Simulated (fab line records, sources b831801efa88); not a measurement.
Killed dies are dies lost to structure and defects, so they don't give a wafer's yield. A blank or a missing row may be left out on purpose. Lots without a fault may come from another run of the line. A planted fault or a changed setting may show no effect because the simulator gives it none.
fab line records | flow sky130
record lots=6 wafers=18 last_day=50
route steps=708 shown VIA1@474 METAL2@483 PAD_OPEN@708
lots that met no fault: from a run of the same line without faults
start_h: hours from the record's first day to the start of the lot's first wafer shown | wait_h: hours since the lot's step before | " the same as in the row above | L1.1+2: a row that stands for several wafers | - no value, or no start given | * or withheld: withheld | < > ~ a bound
route shown NAME@n: a module of which the file shows steps, and the number in the route of the first | usual: mean/standard deviation of fault-free wafers | same: alike in all rows | chamber/n: place in a boat | sites: the reading at each site | _std_site: their standard deviation | _edge_site: outer sites' mean less inner sites' | radius_mm: how far each site lies from the wafer's centre | mask NAME#n: copy n | behind: the tool/chamber that last shaped the wafer | hold: why the lot was held/for how many hours/how that ended | device: the transistor (n, p or np) that didn't switch | end of line: the same wafers' tests at the end of the route | a step without rows: its recipe alone | killed: dies lost to structure and defects at the first sort, not the wafer's yield | map: a wafer's dies, x killed, . not, _ none there
set.NAME: the setting as run; set.NAME@STEP: as run at that earlier step | model.NAME: the simulator's own value behind a step, which no gauge read
lots at some steps of the route; a table a step, a row a wafer
services: from which hour (start_h, from the record's first day; less than 0 if before it) a tool's chamber was out of use, for how many hours, and why
## steps
# step SKY_VIA1_STRIP_16
# recipe chemistry=O2/N2 power_w=1400 pressure_mtorr=1500 platen_temp_c=withheld o2_flow_sccm=3000 n2_flow_sccm=300 overash_fraction=0.5
# usual drypump_motor_current_A=5.6/0.49 n2_flow_sccm=300.0/0.97 oes_product_au=0.415/0.0046 strip_time_to_endpoint_s=4.450/0.023
# columns lot.wafer tool chamber start_h wait_h drypump_motor_current_A n2_flow_sccm oes_product_au rf_hours_counter_h strip_time_to_endpoint_s
L253.2 plasma_asher-03 0 836.64 0.0 6.6 299.5 0.411 69 4.430
L253.3 " 1 " " 5.8 298.1 0.427 - 4.460
L253.6 " 1 " " 5.8 298.9 0.410 - 4.443
L262.3 plasma_asher-01 0 874.65 0.1 5.8 300.9 0.411 - 4.449
L262.5 " 0 " " 5.8 301.1 0.414 - 4.469
L262.6 " 1 " " 5.2 298.9 0.425 - 4.435
L265.1 plasma_asher-03 0 898.88 0.0 6.5 301.5 0.407 75 4.420
L265.3 " 0 " " 6.5 301.0 0.411 - 4.447
L265.4 " 1 " " 5.9 298.8 0.412 - 4.417
L267.1 plasma_asher-02 0 912.19 0.0 5.2 298.9 0.416 47 4.467
L267.2 " 1 " " 5.1 301.1 0.411 47 4.397
L267.6 " 0 " " 5.2 299.4 0.422 - 4.426
L272.1 plasma_asher-01 1 952.03 0.0 5.2 298.9 0.405 114 4.432
L272.2 " 0 " " 5.9 301.1 0.422 114 4.437
L272.4 " 0 " " 5.9 300.4 0.412 - 4.469
L273.3 plasma_asher-01 1 953.45 0.1 5.2 299.4 0.418 - 4.472
L273.4 " 0 " " 5.8 299.6 0.411 - 4.438
L273.6 " 1 " " 5.2 299.0 0.408 - 4.418
# step SKY_VIA1_STRIP_17
# recipe chemistry=post_etch_residue_remover time_s=1200 temp_c=72.5
# step SKY_VIA1_CLEAN_18
# recipe chemistry=IPA time_s=180 temp_c=25
# step SKY_VIA1_CLEAN_19
# recipe chemistry=O3/DIW dry=n2_spin
# step SKY_VIA1_SPUTTER_20
# recipe material=TiN target_thk_nm=20 chamber_pressure_pa=5 power_w=4000 time_s=80
# usual throttle_valve_pct=29.5/1.6
# columns lot.wafer tool chamber start_h wait_h throttle_valve_pct
L253.2 pvd_sputter-02 - 837.23 0.0 31.5
L253.3 " - " " 28.6
L253.6 " - " " 31.3
L262.3 pvd_sputter-04 - 875.21 0.0 30.5
L262.5 " - " " 30.3
L262.6 " - " " 28.0
L265.1 pvd_sputter-04 - 899.47 0.0 28.8
L265.3 " - " " 28.1
L265.4 " - " " 30.3
L267.1 pvd_sputter-02 - 912.78 0.0 25.9
L267.2 " - " " 31.4
L267.6 " - " " 28.9
L272.1 pvd_sputter-04 - 953.06 0.0 30.3
L272.2 " - " " 28.0
L272.4 " - " " 29.4
L273.3 pvd_sputter-04 - 954.42 0.0 30.4
L273.4 " - " " 27.8
L273.6 " - " " 29.6
# step SKY_VIA1_CVD_21
# recipe material=W target_thk_nm=270 time_s=80.902 temp_c=400 pressure_torr=40
# usual heater_power_outer_w=563/28 heater_power_w=914/57 susceptor_temp_C=400.03/0.22
# columns lot.wafer tool chamber start_h wait_h heater_power_outer_w heater_power_w susceptor_temp_C
L253.2 cvd_w-02 0 837.29 0.0 539 881 400.01
L253.3 " 0 " " 546 875 400.17
L253.6 " 0 " " 546 878 400.01
L262.3 cvd_w-01 0 875.30 0.1 552 897 400.14
L262.5 " 0 " " 567 948 400.08
L262.6 " 1 " " 569 876 399.96
L265.1 cvd_w-02 1 899.54 0.0 613 1018 400.32
L265.3 " 1 " " 626 1017 400.02
L265.4 " 0 " " 526 880 399.80
L267.1 cvd_w-01 0 912.84 0.0 563 907 400.23
L267.2 " 1 " " 559 893 400.28
L267.6 " 1 " " 557 872 399.74
L272.1 cvd_w-02 0 953.12 0.0 525 824 399.73
L272.2 " 1 " " 626 997 399.87
L272.4 " 0 " " 520 831 400.03
L273.3 cvd_w-02 1 954.51 0.1 584 995 399.99
L273.4 " 0 " " 520 811 400.30
L273.6 " 0 " " 522 824 400.01
# step SKY_VIA1_RS_MEAS_22
# recipe thk_meas_gauge=four-point-probe reads=W_of_VIA1_CVD_21+TiN_of_VIA1_SPUTTER_20
# usual VIA1_W_RS=0.427/0.0054
# columns lot.wafer tool chamber start_h wait_h VIA1_W_RS[ohm/sq]
L253.2 film_metro-04 - 837.40 0.1 0.424
L253.3 " - " " 0.425
L253.6 " - " " 0.428
L262.3 film_metro-02 - 875.40 0.1 0.424
L262.5 " - " " 0.423
L262.6 " - " " 0.436
L265.1 film_metro-03 - 899.63 0.1 0.421
L265.3 " - " " 0.420
L265.4 " - " " 0.420
L267.1 film_metro-04 - 912.94 0.1 0.421
L267.2 " - " " 0.427
L267.6 " - " " 0.424
L272.1 film_metro-02 - 953.21 0.1 0.430
L272.2 " - " " 0.427
L272.4 " - " " 0.426
L273.3 film_metro-03 - 954.61 0.1 0.421
L273.4 " - " " 0.423
L273.6 " - " " 0.431
# step SKY_VIA1_THK_MEAS_23
# recipe thk_meas_gauge=xrf reads=W_of_VIA1_CVD_21
# usual VIA1_W_THK=267/3.6
# columns lot.wafer tool chamber start_h wait_h VIA1_W_THK[nm]
L253.2 film_metro-04 - 837.51 0.1 268
L253.3 " - " " 267
L253.6 " - " " 265
L262.3 film_metro-02 - 875.50 0.1 268
L262.5 " - " " 269
L262.6 " - " " 260
L265.1 film_metro-03 - 899.75 0.1 272
L265.3 " - " " 272
L265.4 " - " " 271
L267.1 film_metro-04 - 913.06 0.1 271
L267.2 " - " " 267
L267.6 " - " " 268
L272.1 film_metro-02 - 953.33 0.1 264
L272.2 " - " " 267
L272.4 " - " " 266
L273.3 film_metro-03 - 954.71 0.1 268
L273.4 " - " " 269
L273.6 " - " " 263
# step SKY_VIA1_CMP_24
# recipe stop_on=SiO2 t_overpolish_s=15 down_force_psi=3.5 platen_rpm=60 target_thk_nm=0 pad_velocity_m_s=0.94248
# usual edge_zone_pressure_frac=1.001/0.0051 motor_current_A=10.7/1.4 overpolish_run_s=15.000/0.01 retaining_ring_pressure_frac=1.000/0.005 time_to_endpoint_s=66/4.5
# columns lot.wafer tool chamber start_h wait_h edge_zone_pressure_frac motor_current_A overpolish_run_s retaining_ring_pressure_frac time_to_endpoint_s
L253.2 cmp-01 1 837.66 0.1 1.002 10.7 14.969 1.011 61
L253.3 " 2 " " 0.996 12.4 14.989 1.007 66
L253.6 " 0 " " 1.006 9.7 14.991 0.989 62
L262.3 cmp-02 0 875.59 0.1 0.991 9.8 15.003 1.005 65
L262.5 " 3 " " 0.998 9.4 15.007 0.987 65
L262.6 " 0 " " 0.999 9.3 14.998 0.996 62
L265.3 cmp-02 2 900.29 0.5 1.001 13.4 14.987 0.996 72
L265.1 " 3 " " 0.997 9.8 14.999 1.004 69
L265.4 " 1 " " 1.001 12.2 14.985 0.994 76
L267.1 cmp-02 0 913.17 0.1 1.003 10.0 15.020 0.997 64
L267.2 " 1 " " 1.004 12.8 14.995 0.993 71
L267.6 " 0 " " 0.995 9.4 14.989 0.995 60
L272.4 cmp-01 0 953.39 0.0 1.006 9.0 14.993 1.003 60
L272.2 " 1 " " 1.006 10.5 15.000 1.003 56
L272.1 " 3 " " 0.990 10.0 15.006 0.999 65
L273.4 cmp-02 3 954.85 0.1 0.996 9.7 15.005 0.995 64
L273.3 " 0 " " 1.006 9.6 15.000 0.994 66
L273.6 " 2 " " 0.999 12.9 15.008 1.001 67
# step SKY_METAL2_SPUTTER_00
# recipe material=Ti target_thk_nm=15 power_w=3000 time_s=10 chamber_pressure_pa=0.4
# step SKY_METAL2_SPUTTER_01
# recipe material=TiN target_thk_nm=20 power_w=6500 time_s=16.7 chamber_pressure_pa=0.4
# step SKY_METAL2_SPUTTER_02
# recipe material=AlCu target_thk_nm=250 power_w=10600 time_s=13.3 chamber_pressure_pa=0.4
# usual throttle_valve_pct=30.1/1.2
# columns lot.wafer tool chamber start_h wait_h throttle_valve_pct
L253.2 pvd_sputter-01 - 837.91 0.0 29.2
L253.3 " - " " 31.1
L253.6 " - " " 29.1
L262.3 pvd_sputter-03 - 875.89 0.0 30.1
L262.5 " - " " 30.6
L262.6 " - " " 29.6
L265.1 pvd_sputter-03 - 900.64 0.0 29.6
L265.3 " - " " 30.8
L265.4 " - " " 30.4
L267.1 pvd_sputter-03 - 913.46 0.0 29.3
L267.2 " - " " 30.5
L267.6 " - " " 31.0
L272.1 pvd_sputter-01 - 953.74 0.0 30.5
L272.2 " - " " 29.4
L272.4 " - " " 32.0
L273.3 pvd_sputter-02 - 955.10 0.0 31.6
L273.4 " - " " 28.6
L273.6 " - " " 25.7
# step SKY_METAL2_SPUTTER_03
# recipe material=Ti target_thk_nm=5 power_w=3000 time_s=3.3 chamber_pressure_pa=0.4
# usual throttle_valve_pct=30.1/1.2
# columns lot.wafer tool chamber start_h wait_h throttle_valve_pct model.Ti_of_METAL2_SPUTTER_03.thk_nm
L253.2 pvd_sputter-01 - 837.94 0.0 29.5 5.019
L253.3 " - " " 30.9 5.181
L253.6 " - " " 28.9 4.997
L262.3 pvd_sputter-03 - 875.91 0.0 29.5 4.757
L262.5 " - " " 30.7 4.715
L262.6 " - " " 29.1 4.861
L265.1 pvd_sputter-03 - 900.66 0.0 30.0 4.85
L265.3 " - " " 30.8 4.774
L265.4 " - " " 30.1 7.209
L267.1 pvd_sputter-03 - 913.49 0.0 29.4 4.894
L267.2 " - " " 30.9 4.828
L267.6 " - " " 30.9 7.17
L272.1 pvd_sputter-01 - 953.76 0.0 30.6 4.82
L272.2 " - " " 29.1 4.793
L272.4 " - " " 31.9 4.949
L273.3 pvd_sputter-02 - 955.12 0.0 31.6 4.748
L273.4 " - " " 28.7 4.829
L273.6 " - " " 25.9 4.981
# step SKY_METAL2_SPUTTER_04
# recipe material=TiN target_thk_nm=70 power_w=6500 time_s=58.3 chamber_pressure_pa=0.4
# step SKY_PAD_OPEN_PROBE_99
# usual defect_limited_yield=82.7/2 killed_at_M0_to_M3=43/7.4 killed_at_M4_up=3.5/2.1 killed_at_contacts=24/5.4 killed_at_front_end=15/4.7 killed_at_other=0.2/0.44 killed_dies=85/10 killed_on_rim=17/4.2 killed_open=47/7.1 killed_short=38/7 sort_bin_3_pad_short=0.9/0.41 sort_bin_5_function=10.4/1.6 sort_bin_6_memory=6.1/1.1 sort_n_pass=407/10 sort_yield_pct=82.7/2
# same gross_dies=492 killed_at_back_side=0 sort_bin_4_leakage[%]=0 sort_bin_8_speed[%]=0
# columns lot.wafer tool chamber start_h wait_h defect_limited_yield[%] killed_at_M0_to_M3 killed_at_M4_up killed_at_contacts killed_at_front_end killed_at_other killed_dies killed_on_rim killed_open killed_short sort_bin_3_pad_short[%] sort_bin_5_function[%] sort_bin_6_memory[%] sort_n_pass sort_yield_pct[%] model.etest.met2.rs_ohm_sq
L253.2 prober-01 - 1111.21 0.1 85.2 37 3 21 12 0 73 19 38 35 0.4 9.6 4.9 419 85.2 0.1268
L253.3 prober-01 - 1111.26 0.2 83.3 48 1 23 10 0 82 15 53 29 1.2 9.8 5.7 410 83.3 0.127
L253.6 prober-01 - 1111.41 0.2 81.9 48 2 29 10 0 89 14 50 39 0.8 11.2 6.1 403 81.9 0.1273
L262.3 prober-02 - 1141.81 0.2 79.7 46 7 34 12 1 100 19 48 52 0.6 11.8 7.9 392 79.7 0.128
L262.5 prober-02 - 1141.91 0.2 81.7 42 4 27 17 0 90 18 54 36 0.8 10.8 6.7 402 81.7 0.1282
L262.6 prober-02 - 1141.96 0.2 80.9 49 4 24 17 0 94 20 52 42 0.8 11.0 7.3 398 80.9 0.1272
L265.1 prober-01 - 1157.02 0.1 80.3 51 8 25 13 0 97 21 43 54 0.8 11.4 7.5 395 80.3 0.1306
L265.3 prober-01 - 1157.12 0.2 85.0 40 2 23 9 0 74 12 39 35 1.4 7.1 6.5 418 85.0 0.1293
L265.4 prober-01 - 1157.17 0.2 84.1 37 1 25 15 0 78 16 47 31 0.8 7.9 7.1 414 84.1 0.1349
L267.1 prober-01 - 1167.67 0.1 83.7 36 3 29 12 0 80 6 41 39 0.8 9.1 6.3 412 83.7 0.1294
L267.2 prober-01 - 1167.72 0.1 77.2 56 5 28 22 1 112 25 65 47 0.8 14.4 7.5 380 77.2 0.1278
L267.6 prober-01 - 1167.92 0.2 80.7 49 4 25 15 2 95 15 53 42 0.6 12.8 5.9 397 80.7 0.1326
L272.1 prober-02 - 1192.83 0.1 78.5 61 3 25 17 0 106 21 50 56 1.0 12.0 8.5 386 78.5 0.1299
L272.2 prober-02 - 1192.88 0.1 80.3 54 3 27 13 0 97 17 53 44 0.4 14.2 5.1 395 80.3 0.1267
L272.4 prober-02 - 1192.98 0.2 80.7 56 8 24 7 0 95 17 49 46 0.8 11.4 7.1 397 80.7 0.1289
L273.3 prober-01 - 1194.87 0.2 78.5 45 0 42 19 0 106 25 61 45 0.4 12.6 8.5 386 78.5 0.1288
L273.4 prober-01 - 1194.92 0.2 81.9 40 3 27 19 0 89 14 57 32 0.8 10.6 6.7 403 81.9 0.1264
L273.6 prober-01 - 1195.02 0.2 82.7 43 4 24 14 0 85 19 42 43 0.6 10.8 5.9 407 82.7 0.1279
# killed by level:class
L253.2 VIA1:geometric_particle:open=9 METAL1:geometric_particle:short=8 VIA2:geometric_particle:open=8 CONTACT:geometric_particle:open=7 POLY_GATE:geometric_particle:short=4 LOCAL_INTERCONNECT:geometric_particle:open=4 VIA2:geometric_particle:short=4 METAL2:geometric_particle:short=3
L253.3 VIA1:geometric_particle:open=14 CONTACT:geometric_particle:open=10 METAL2:geometric_particle:short=7 LI_CONTACT:geometric_particle:open=6 VIA3:geometric_particle:open=5 POLY_GATE:geometric_particle:open=4 VIA2:geometric_particle:open=4 METAL1:geometric_particle:short=4
L253.6 CONTACT:geometric_particle:open=13 VIA1:geometric_particle:open=10 CONTACT:geometric_particle:short=7 METAL2:geometric_particle:short=6 FIELD_ISO:geometric_particle:open=5 LI_CONTACT:geometric_particle:open=5 METAL1:geometric_particle:short=5 METAL3:geometric_particle:short=4
L262.3 VIA1:geometric_particle:open=12 CONTACT:geometric_particle:open=9 LI_CONTACT:geometric_particle:short=7 CONTACT:geometric_particle:short=7 FIELD_ISO:geometric_particle:open=6 LI_CONTACT:geometric_particle:open=6 METAL4:geometric_particle:short=6 METAL1:geometric_particle:short=6
L262.5 CONTACT:geometric_particle:open=13 VIA1:geometric_particle:open=12 VIA2:geometric_particle:open=7 CONTACT:geometric_particle:short=6 METAL1:geometric_particle:short=6 VIA3:geometric_particle:open=6 LI_CONTACT:geometric_particle:open=5 POLY_GATE:geometric_particle:open=4
L262.6 VIA1:geometric_particle:open=12 VIA2:geometric_particle:open=11 LI_CONTACT:geometric_particle:open=8 CONTACT:geometric_particle:open=7 VIA1:geometric_particle:short=6 METAL2:geometric_particle:short=6 CONTACT:geometric_particle:short=4 METAL1:geometric_particle:short=4
L265.1 VIA2:geometric_particle:open=11 LI_CONTACT:geometric_particle:open=8 METAL4:geometric_particle:short=7 METAL2:geometric_particle:short=7 POLY_GATE:geometric_particle:short=6 LOCAL_INTERCONNECT:geometric_particle:short=6 VIA1:geometric_particle:open=6 VIA1:geometric_particle:short=6
L265.3 VIA1:geometric_particle:open=9 LI_CONTACT:geometric_particle:open=7 METAL1:geometric_particle:short=7 VIA3:geometric_particle:open=6 CONTACT:geometric_particle:short=5 VIA1:geometric_particle:short=5 VIA2:geometric_particle:open=5 CONTACT:geometric_particle:open=4
L265.4 CONTACT:geometric_particle:open=13 VIA1:geometric_particle:open=9 VIA2:geometric_particle:open=7 POLY_GATE:geometric_particle:short=5 CONTACT:geometric_particle:short=5 VIA3:geometric_particle:open=5 LI_CONTACT:geometric_particle:open=4 VIA1:geometric_particle:short=4
L267.1 VIA3:geometric_particle:open=12 CONTACT:geometric_particle:open=9 LI_CONTACT:geometric_particle:open=8 VIA1:geometric_particle:short=8 CONTACT:geometric_particle:short=7 VIA1:geometric_particle:open=5 POLY_GATE:geometric_particle:short=3 LOCAL_INTERCONNECT:geometric_particle:short=3
L267.2 VIA1:geometric_particle:open=18 LI_CONTACT:geometric_particle:open=10 VIA1:geometric_particle:short=9 CONTACT:geometric_particle:open=8 VIA3:geometric_particle:open=7 POLY_GATE:geometric_particle:short=6 VIA2:geometric_particle:open=6 POLY_GATE:geometric_particle:open=5
L267.6 VIA1:geometric_particle:open=14 CONTACT:geometric_particle:open=10 POLY_GATE:geometric_particle:open=7 VIA1:geometric_particle:short=7 CONTACT:geometric_particle:short=6 VIA2:geometric_particle:open=6 LI_CONTACT:geometric_particle:open=4 METAL1:geometric_particle:short=4
L272.1 VIA1:geometric_particle:open=13 POLY_GATE:geometric_particle:short=9 CONTACT:geometric_particle:open=9 VIA1:geometric_particle:short=8 LI_CONTACT:geometric_particle:open=7 METAL1:geometric_particle:short=7 VIA3:geometric_particle:open=7 METAL2:geometric_particle:short=6
L272.2 VIA1:geometric_particle:open=16 LI_CONTACT:geometric_particle:open=10 VIA2:geometric_particle:open=9 LOCAL_INTERCONNECT:geometric_particle:short=8 CONTACT:geometric_particle:open=5 METAL3:geometric_particle:short=5 VIA2:geometric_particle:short=5 VIA1:geometric_particle:short=4
L272.4 VIA1:geometric_particle:open=10 CONTACT:geometric_particle:open=8 LI_CONTACT:geometric_particle:open=7 METAL1:geometric_particle:short=7 VIA1:geometric_particle:short=7 METAL2:geometric_particle:short=6 VIA3:geometric_particle:open=6 VIA2:geometric_particle:open=5
L273.3 VIA1:geometric_particle:open=12 CONTACT:geometric_particle:open=11 LOCAL_INTERCONNECT:geometric_particle:short=10 VIA2:geometric_particle:open=10 LI_CONTACT:geometric_particle:open=8 LI_CONTACT:geometric_particle:short=8 FIELD_ISO:geometric_particle:short=7 POLY_GATE:geometric_particle:short=6
L273.4 VIA1:geometric_particle:open=13 CONTACT:geometric_particle:open=10 LI_CONTACT:geometric_particle:open=9 VIA3:geometric_particle:open=7 VIA2:geometric_particle:open=6 FIELD_ISO:geometric_particle:short=5 METAL2:geometric_particle:short=5 POLY_GATE:geometric_particle:open=4
L273.6 VIA1:geometric_particle:open=10 CONTACT:geometric_particle:open=8 VIA3:geometric_particle:open=7 LI_CONTACT:geometric_particle:open=6 METAL2:geometric_particle:short=6 CONTACT:geometric_particle:short=5 VIA3:geometric_particle:short=5 FIELD_ISO:geometric_particle:short=4
## services
# columns tool chamber start_h hours kind
pvd_sputter-04 - 828.49 2.8 repair
cvd_w-01 - 828.75 6.9 pm
pvd_sputter-01 - 842.46 0.5 repair
pvd_sputter-03 - 850.45 5.4 repair
pvd_sputter-03 - 850.84 1.9 repair
cmp-01 - 866.36 1.7 repair
pvd_sputter-01 - 866.82 1.1 repair
pvd_sputter-04 - 888.62 10.4 repair
pvd_sputter-03 - 889.20 6.1 repair
pvd_sputter-01 0 894.14 - consumable_replace:kit
pvd_sputter-01 0 894.14 18.0 scheduled_down
pvd_sputter-01 0 894.14 18.0 vent_cycle
cmp-01 - 897.54 3.4 pm
cvd_w-02 - 904.00 14.0 pm
cmp-01 - 912.53 4.0 pm
pvd_sputter-03 1 922.16 - consumable_replace:kit
pvd_sputter-03 1 922.16 18.0 scheduled_down
pvd_sputter-03 1 922.16 18.0 vent_cycle
cvd_w-02 1 922.34 3.2 repair
cmp-01 - 924.53 1.1 repair
cmp-02 - 933.82 3.4 repair
cmp-02 - 944.53 0.9 repair
cvd_w-02 - 948.94 2.8 pm
pvd_sputter-03 - 950.59 4.6 repair
## key
first_sign none at tools or gauges
model_effect step=SKY_METAL2_SPUTTER_03 value=Ti_of_METAL2_SPUTTER_03.thk_nm without=4.879 struck=7.19
model_effect step=SKY_PAD_OPEN_PROBE_99 value=etest.met2.rs_ohm_sq without=0.1309 struck=0.1337
met_at SKY_METAL2_SPUTTER_03
struck_wafers L265.4,L267.6
onset_between 875.91 900.66
fault kind=process_parameter_drift tool=pvd_sputter-03 chamber=- onset_h=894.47 steps=SKY_METAL2_SPUTTER_03 channel=target_thk_nm offset=2.3103 shape=step end_h=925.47 scope=struck_wafers_only acts_in=these_recipes_only stated=5
